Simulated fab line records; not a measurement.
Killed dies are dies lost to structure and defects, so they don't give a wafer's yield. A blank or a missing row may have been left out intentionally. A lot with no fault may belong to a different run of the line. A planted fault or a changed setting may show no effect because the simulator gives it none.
One fault seen from 2 desks :: flow gf180mcu :: numbers are kept per desk, each desk with only its own; the story behind them comes last

== THE TOOL OWNER'S DESK: pvdSputter-02 ==
At GF_M4_SPUTTER_01 (material TiN, target thk 30 nm, time 25 s) the tool's own readings: per lot run on this tool, the mean of the sampled wafers that have a number. Any lot whose mean is over 4 standard deviations away from the usual mean is out of limits and marked OUT; that distance is given in the brackets.
Columns: A = throttleValvePct at GF_M4_SPUTTER_01, usual 30.4 %
lot: L611
first seen here: day 23 04:44
A: 30.7

lot: L616
first seen here: day 25 08:16
A: 30.7

lot: L619
first seen here: day 26 06:12
A: 30.7

lot: L620
first seen here: day 26 13:34
A: 30.7

lot: L621
first seen here: day 26 18:55
A: 29.9

lot: L632
first seen here: day 30 05:59
A: 29.1

lot: L633
first seen here: day 30 12:07
A: 30.0
Finding of this desk: none of the 7 lots has anything out of limits.

== AT THE METROLOGY DESK ==
Means of the sampled wafers that have a number, per lot and without regard to the tool the lot ran on: this is what the gauges read. Any lot whose mean is over 4 standard deviations away from the usual mean is out of limits and marked OUT; that distance is given in the brackets.
Columns: A = PASSIVATION_CVD_00_THK at GF_PASSIVATION_THK_MEAS_01, usual 1009 nm
lot: L610
first seen here: day 28 12:52
A: 1018

lot: L611
first seen here: day 28 22:36
A: 975

lot: L615
first seen here: day 30 05:20
A: 1011

lot: L616
first seen here: day 30 19:37
A: 1020

lot: L617
first seen here: day 31 02:20
A: 1006

lot: L619
first seen here: day 31 13:37
A: 1027

lot: L620
first seen here: day 31 20:36
A: 1002

lot: L621
first seen here: day 31 23:42
A: 1007

lot: L627
first seen here: day 33 11:05
A: 1006

lot: L629
first seen here: day 33 19:26
A: 1000

lot: L631
first seen here: day 34 09:37
A: 1015

lot: L632
first seen here: day 34 21:00
A: 1024

lot: L633
first seen here: day 35 00:19
A: 1014
Finding of this desk: none of the 13 lots has anything out of limits.

== BROUGHT TOGETHER ==
The tool owner's desk saw nothing out of limits.
From the metrology desk's view, nothing was out of limits.

== WHAT WAS PUT IN BY THE SIMULATOR ==
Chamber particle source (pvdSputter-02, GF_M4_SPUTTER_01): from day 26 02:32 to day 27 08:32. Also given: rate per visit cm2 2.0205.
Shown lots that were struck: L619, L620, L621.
